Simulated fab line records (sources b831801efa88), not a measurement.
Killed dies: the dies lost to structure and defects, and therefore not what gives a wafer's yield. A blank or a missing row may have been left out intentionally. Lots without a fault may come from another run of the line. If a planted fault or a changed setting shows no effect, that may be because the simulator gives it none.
fab line records    flow gf180mcu    part 2 of 2: steps 38 to 49 of 49
record lots=5  wafers=15  last_day=33
route steps=602 shown DUAL_GATE@146 POLY_GATE@157 HV_LDD@176
lots untouched by any fault: they come from a run of this same line in which no faults occurred
start_h: hours from the record's opening day to when the first of the lot's shown wafers began    wait_h: hours since the lot's step before    " unchanged from the row above    L1.1+2: a row that stands for several wafers    - no value, or no start was given    * or withheld: withheld    < > ~ a bound
route shown NAME@n: names a module that has steps shown in the file, with the first one's number in the route    usual: the fault-free wafers' mean and standard deviation    same: alike in all rows    chamber/n: place in a boat    sites: the reading at each site    _std_site: standard deviation of those values    _edge_site: mean of outer sites minus mean of inner sites    radius_mm: for every site, how far away it sits from the centre of the wafer    mask NAME#n: copy n    behind: tool/chamber where the wafer was last shaped    hold: reason for holding the lot/hours on hold/outcome of the hold    device: transistor that didn't switch, given as n, p or np    end of line: the route-end tests of the same wafers    where a step has no rows: the recipe by itself    killed: dies lost to structure and defects at the first sort, not the wafer's yield    map: shows each die of a wafer: x if killed, . if not, _ if none is there
set.NAME: the setting that was run; set.NAME@STEP: the one run at that earlier step    model.NAME: the simulator's own value behind a step, which no gauge read
lots at selected steps of the route; one table per step, one row per wafer
services: from which hour (start_h, from the record's first day; less than 0 if before it) a tool's chamber was out of use, for how many hours, and why
## steps
# step GF_HV_LDD_CD_MEAS_07
# recipe target_cd_nm=400
# usual cd_nm=400.5/2.1
lot.wafer  tool       chamber  start_h  wait_h  cd_nm
L078.1     cd_sem-02  -        245.07   0.1     397.2
L078.4     "          -        "        "       399.0
L078.6     "          -        "        "       396.7
L084.1     cd_sem-02  -        296.17   0.1     398.1
L084.3     "          -        "        "       396.8
L084.5     "          -        "        "       397.0
L089.4     cd_sem-01  -        327.27   0.1     403.3
L089.5     "          -        "        "       403.6
L089.6     "          -        "        "       405.0
L090.3     cd_sem-02  -        333.82   0.1     399.7
L090.5     "          -        "        "       400.7
L090.6     "          -        "        "       403.6
L092.2     cd_sem-01  -        349.83   0.1     399.5
L092.3     "          -        "        "       400.7
L092.5     "          -        "        "       397.6
# step GF_HV_LDD_OVL_MEAS_08
# usual HV_LDD_OVL=-0.7/1.4
lot.wafer  tool        chamber  start_h  wait_h  HV_LDD_OVL[nm]
L078.1     overlay-01  -        245.19   0.1     -1.3
L078.4     "           -        "        "       -1.7
L078.6     "           -        "        "       -3.0
L084.1     overlay-02  -        296.29   0.1     -0.1
L084.3     "           -        "        "       0.5
L084.5     "           -        "        "       -1.5
L089.4     overlay-02  -        327.35   0.1     2.2
L089.5     "           -        "        "       1.4
L089.6     "           -        "        "       0.7
L090.3     overlay-02  -        333.91   0.1     2.8
L090.5     "           -        "        "       1.9
L090.6     "           -        "        "       0.5
L092.2     overlay-01  -        349.94   0.1     -1.4
L092.3     "           -        "        "       -2.6
L092.5     "           -        "        "       -2.6
# step GF_HV_LDD_IMPLANT_09
# recipe species=As  energy_kev=40  dose_cm2=1e+14  tilt_deg=7
# usual end_station_pressure_torr=5.45e-06/2.7e-07
lot.wafer  tool          chamber  start_h  wait_h  end_station_pressure_torr
L078.1     implanter-01  0        245.23   0.0     5.34e-06
L078.4     "             0        "        "       5.5e-06
L078.6     "             0        "        "       5.82e-06
L084.1     implanter-02  0        296.33   0.0     5.04e-06
L084.3     "             0        "        "       5.04e-06
L084.5     "             0        "        "       5.65e-06
L089.4     implanter-02  0        327.44   0.1     5.95e-06
L089.5     "             0        "        "       5.47e-06
L089.6     "             0        "        "       5.74e-06
L090.3     implanter-01  0        333.98   0.1     5.54e-06
L090.5     "             0        "        "       5.08e-06
L090.6     "             0        "        "       5.55e-06
L092.2     implanter-04  0        349.99   0.0     5.32e-06
L092.3     "             0        "        "       5.57e-06
L092.5     "             0        "        "       5.65e-06
# step GF_HV_LDD_STRIP_10
# recipe chemistry=O2/N2  power_w=1400  pressure_mtorr=1500  platen_temp_c=250  o2_flow_sccm=3000  n2_flow_sccm=300  overash_fraction=0.5
# usual drypump_motor_current_A=6.0/0.4  heater_power_w=327/40  oes_product_au=0.716/0.0042  strip_time_to_endpoint_s=12.63/0.04
lot.wafer  tool             chamber  start_h  wait_h  drypump_motor_current_A  heater_power_w  oes_product_au  rf_hours_counter_h  strip_time_to_endpoint_s
L078.1     plasma_asher-03  0        245.38   0.1     6.1                      350             0.713           55                  12.61
L078.4     "                1        "        "       6.0                      282             0.712           -                   12.61
L078.6     "                0        "        "       6.1                      338             0.713           -                   12.61
L084.1     plasma_asher-03  0        296.48   0.1     6.1                      330             0.705           61                  12.65
L084.3     "                1        "        "       6.0                      283             0.719           -                   12.68
L084.5     "                0        "        "       6.1                      343             0.717           -                   12.70
L089.4     plasma_asher-04  1        327.55   0.1     5.4                      345             0.717           -                   12.68
L089.5     "                0        "        "       5.9                      283             0.719           -                   12.70
L089.6     "                1        "        "       5.4                      333             0.721           -                   12.66
L090.3     plasma_asher-03  1        334.12   0.1     6.0                      283             0.710           -                   12.70
L090.5     "                1        "        "       6.0                      286             0.714           -                   12.69
L090.6     "                0        "        "       6.1                      345             0.716           -                   12.66
L092.2     plasma_asher-04  1        350.12   0.1     5.4                      340             0.718           55                  12.62
L092.3     "                1        "        "       5.4                      344             0.720           -                   12.61
L092.5     "                1        "        "       5.4                      335             0.716           -                   12.65
# step GF_HV_LDD_TW_MEAS_11
# usual HV_LDD_TW=2412/18
lot.wafer  tool           chamber  start_h  wait_h  HV_LDD_TW
L078.1     film_metro-01  -        245.48   0.1     2410
L078.4     "              -        "        "       2417
L078.6     "              -        "        "       2415
L084.1     film_metro-01  -        296.58   0.1     2394
L084.3     "              -        "        "       2408
L084.5     "              -        "        "       2403
L089.4     film_metro-03  -        327.65   0.1     2450
L089.5     "              -        "        "       2452
L089.6     "              -        "        "       2433
L090.3     film_metro-03  -        334.20   0.1     2441
L090.5     "              -        "        "       2454
L090.6     "              -        "        "       2446
L092.2     film_metro-01  -        350.23   0.1     2394
L092.3     "              -        "        "       2398
L092.5     "              -        "        "       2395
# step GF_HV_LDD_DEHYDRATE_12
# recipe temp_c=200  time_s=60
lot.wafer   tool            chamber  start_h  wait_h
L078.1+4+6  litho_track-01  0        253.88   8.4
L084.1+3+5  litho_track-01  0        305.33   8.7
L089.4+5+6  litho_track-02  0        337.25   9.6
L090.3+5+6  litho_track-03  0        344.26   10.0
L092.2+3+5  litho_track-03  0        360.54   10.3
# step GF_HV_LDD_HMDS_13
# recipe prime_time_s=60  prime_temp_c=120
lot.wafer   tool            chamber  start_h  wait_h
L078.1+4+6  litho_track-01  0        254.03   0.1
L084.1+3+5  litho_track-01  0        305.48   0.1
L089.4+5+6  litho_track-02  0        337.40   0.1
L090.3+5+6  litho_track-03  0        344.41   0.1
L092.2+3+5  litho_track-03  0        360.69   0.1
# step GF_HV_LDD_COAT_14
# recipe resist=NOVOLAK  spin_rpm=3000  resist_thk_nm=1000
lot.wafer   tool            chamber  start_h  wait_h
L078.1+4+6  litho_track-01  0        254.18   0.1
L084.1+3+5  litho_track-01  0        305.63   0.1
L089.4+5+6  litho_track-02  0        337.55   0.1
L090.3+5+6  litho_track-03  0        344.56   0.1
L092.2+3+5  litho_track-03  0        360.84   0.1
# step GF_HV_LDD_SOFTBAKE_15
# recipe temp_c=90  time_s=60  resist=NOVOLAK
lot.wafer   tool            chamber  start_h  wait_h
L078.1+4+6  litho_track-01  0        254.33   0.1
L084.1+3+5  litho_track-01  0        305.78   0.1
L089.4+5+6  litho_track-02  0        337.70   0.1
L090.3+5+6  litho_track-03  0        344.71   0.1
L092.2+3+5  litho_track-03  0        360.99   0.1
# step GF_HV_LDD_EXPOSE_16
# recipe mask_id=Pplus_LV_AREA  target_cd_nm=400  na=0.6  source_shape=conventional  sigma_outer=0.6  dose_mj=140
lot.wafer   tool              chamber  start_h  wait_h  mask
L078.1+4+6  iline_stepper-01  0        -        -       Pplus_LV_AREA#0
L084.1+3+5  iline_stepper-02  0        -        -       Pplus_LV_AREA#0
L089.4+5+6  iline_stepper-02  0        -        -       Pplus_LV_AREA#0
L090.3+5+6  iline_stepper-02  0        -        -       Pplus_LV_AREA#0
L092.2+3+5  iline_stepper-02  0        -        -       Pplus_LV_AREA#0
# step GF_HV_LDD_PEB_17
# recipe temp_c=withheld  time_s=*  resist=NOVOLAK
lot.wafer   tool            chamber  start_h  wait_h
L078.1+4+6  litho_track-03  0        -        -
L084.1+3+5  litho_track-01  0        -        -
L089.4+5+6  litho_track-03  0        -        -
L090.3+5+6  litho_track-03  0        -        -
L092.2+3+5  litho_track-01  0        -        -
# step GF_HV_LDD_DEVELOP_18
# recipe develop_time_s=60  dev_temp_c=23
lot.wafer   tool            chamber  start_h  wait_h
L078.1+4+6  litho_track-03  0        263.61   0.1
L084.1+3+5  litho_track-01  0        315.88   0.1
L089.4+5+6  litho_track-03  0        348.84   0.1
L090.3+5+6  litho_track-03  0        355.36   0.1
L092.2+3+5  litho_track-01  0        371.95   0.1
## services
tool              chamber  start_h  hours  kind
lpcvd-02          -        173.50   1.3    repair
plasma_asher-01   -        174.30   1.4    repair
rie_diel-03       2        182.19   11.7   repair
iline_stepper-02  -        186.33   2.1    repair
wet_bench-02      -        186.89   0.5    repair
krf_scanner-02    -        187.43   1.0    pm
rie_diel-03       3        193.51   2.4    repair
plasma_asher-03   -        198.95   3.0    repair
krf_scanner-02    -        200.59   0.8    pm
iline_stepper-02  -        202.45   4.8    repair
iline_stepper-01  -        210.70   2.1    repair
furnace-02        -        219.68   3.0    pm
krf_scanner-02    -        228.33   0.2    repair
rie_si-02         -        232.87   2.8    pm
rie_diel-03       2        235.04   9.4    repair
furnace-02        -        239.02   4.4    pm
furnace-01        -        244.66   3.2    pm
plasma_asher-04   -        245.22   28.1   pm
iline_stepper-02  -        245.98   1.7    pm
iline_stepper-01  -        257.85   0.8    repair
iline_stepper-02  -        292.17   7.8    repair
plasma_asher-04   -        333.19   1.8    repair
iline_stepper-01  -        352.31   1.7    pm
plasma_asher-03   -        355.77   23.2   repair
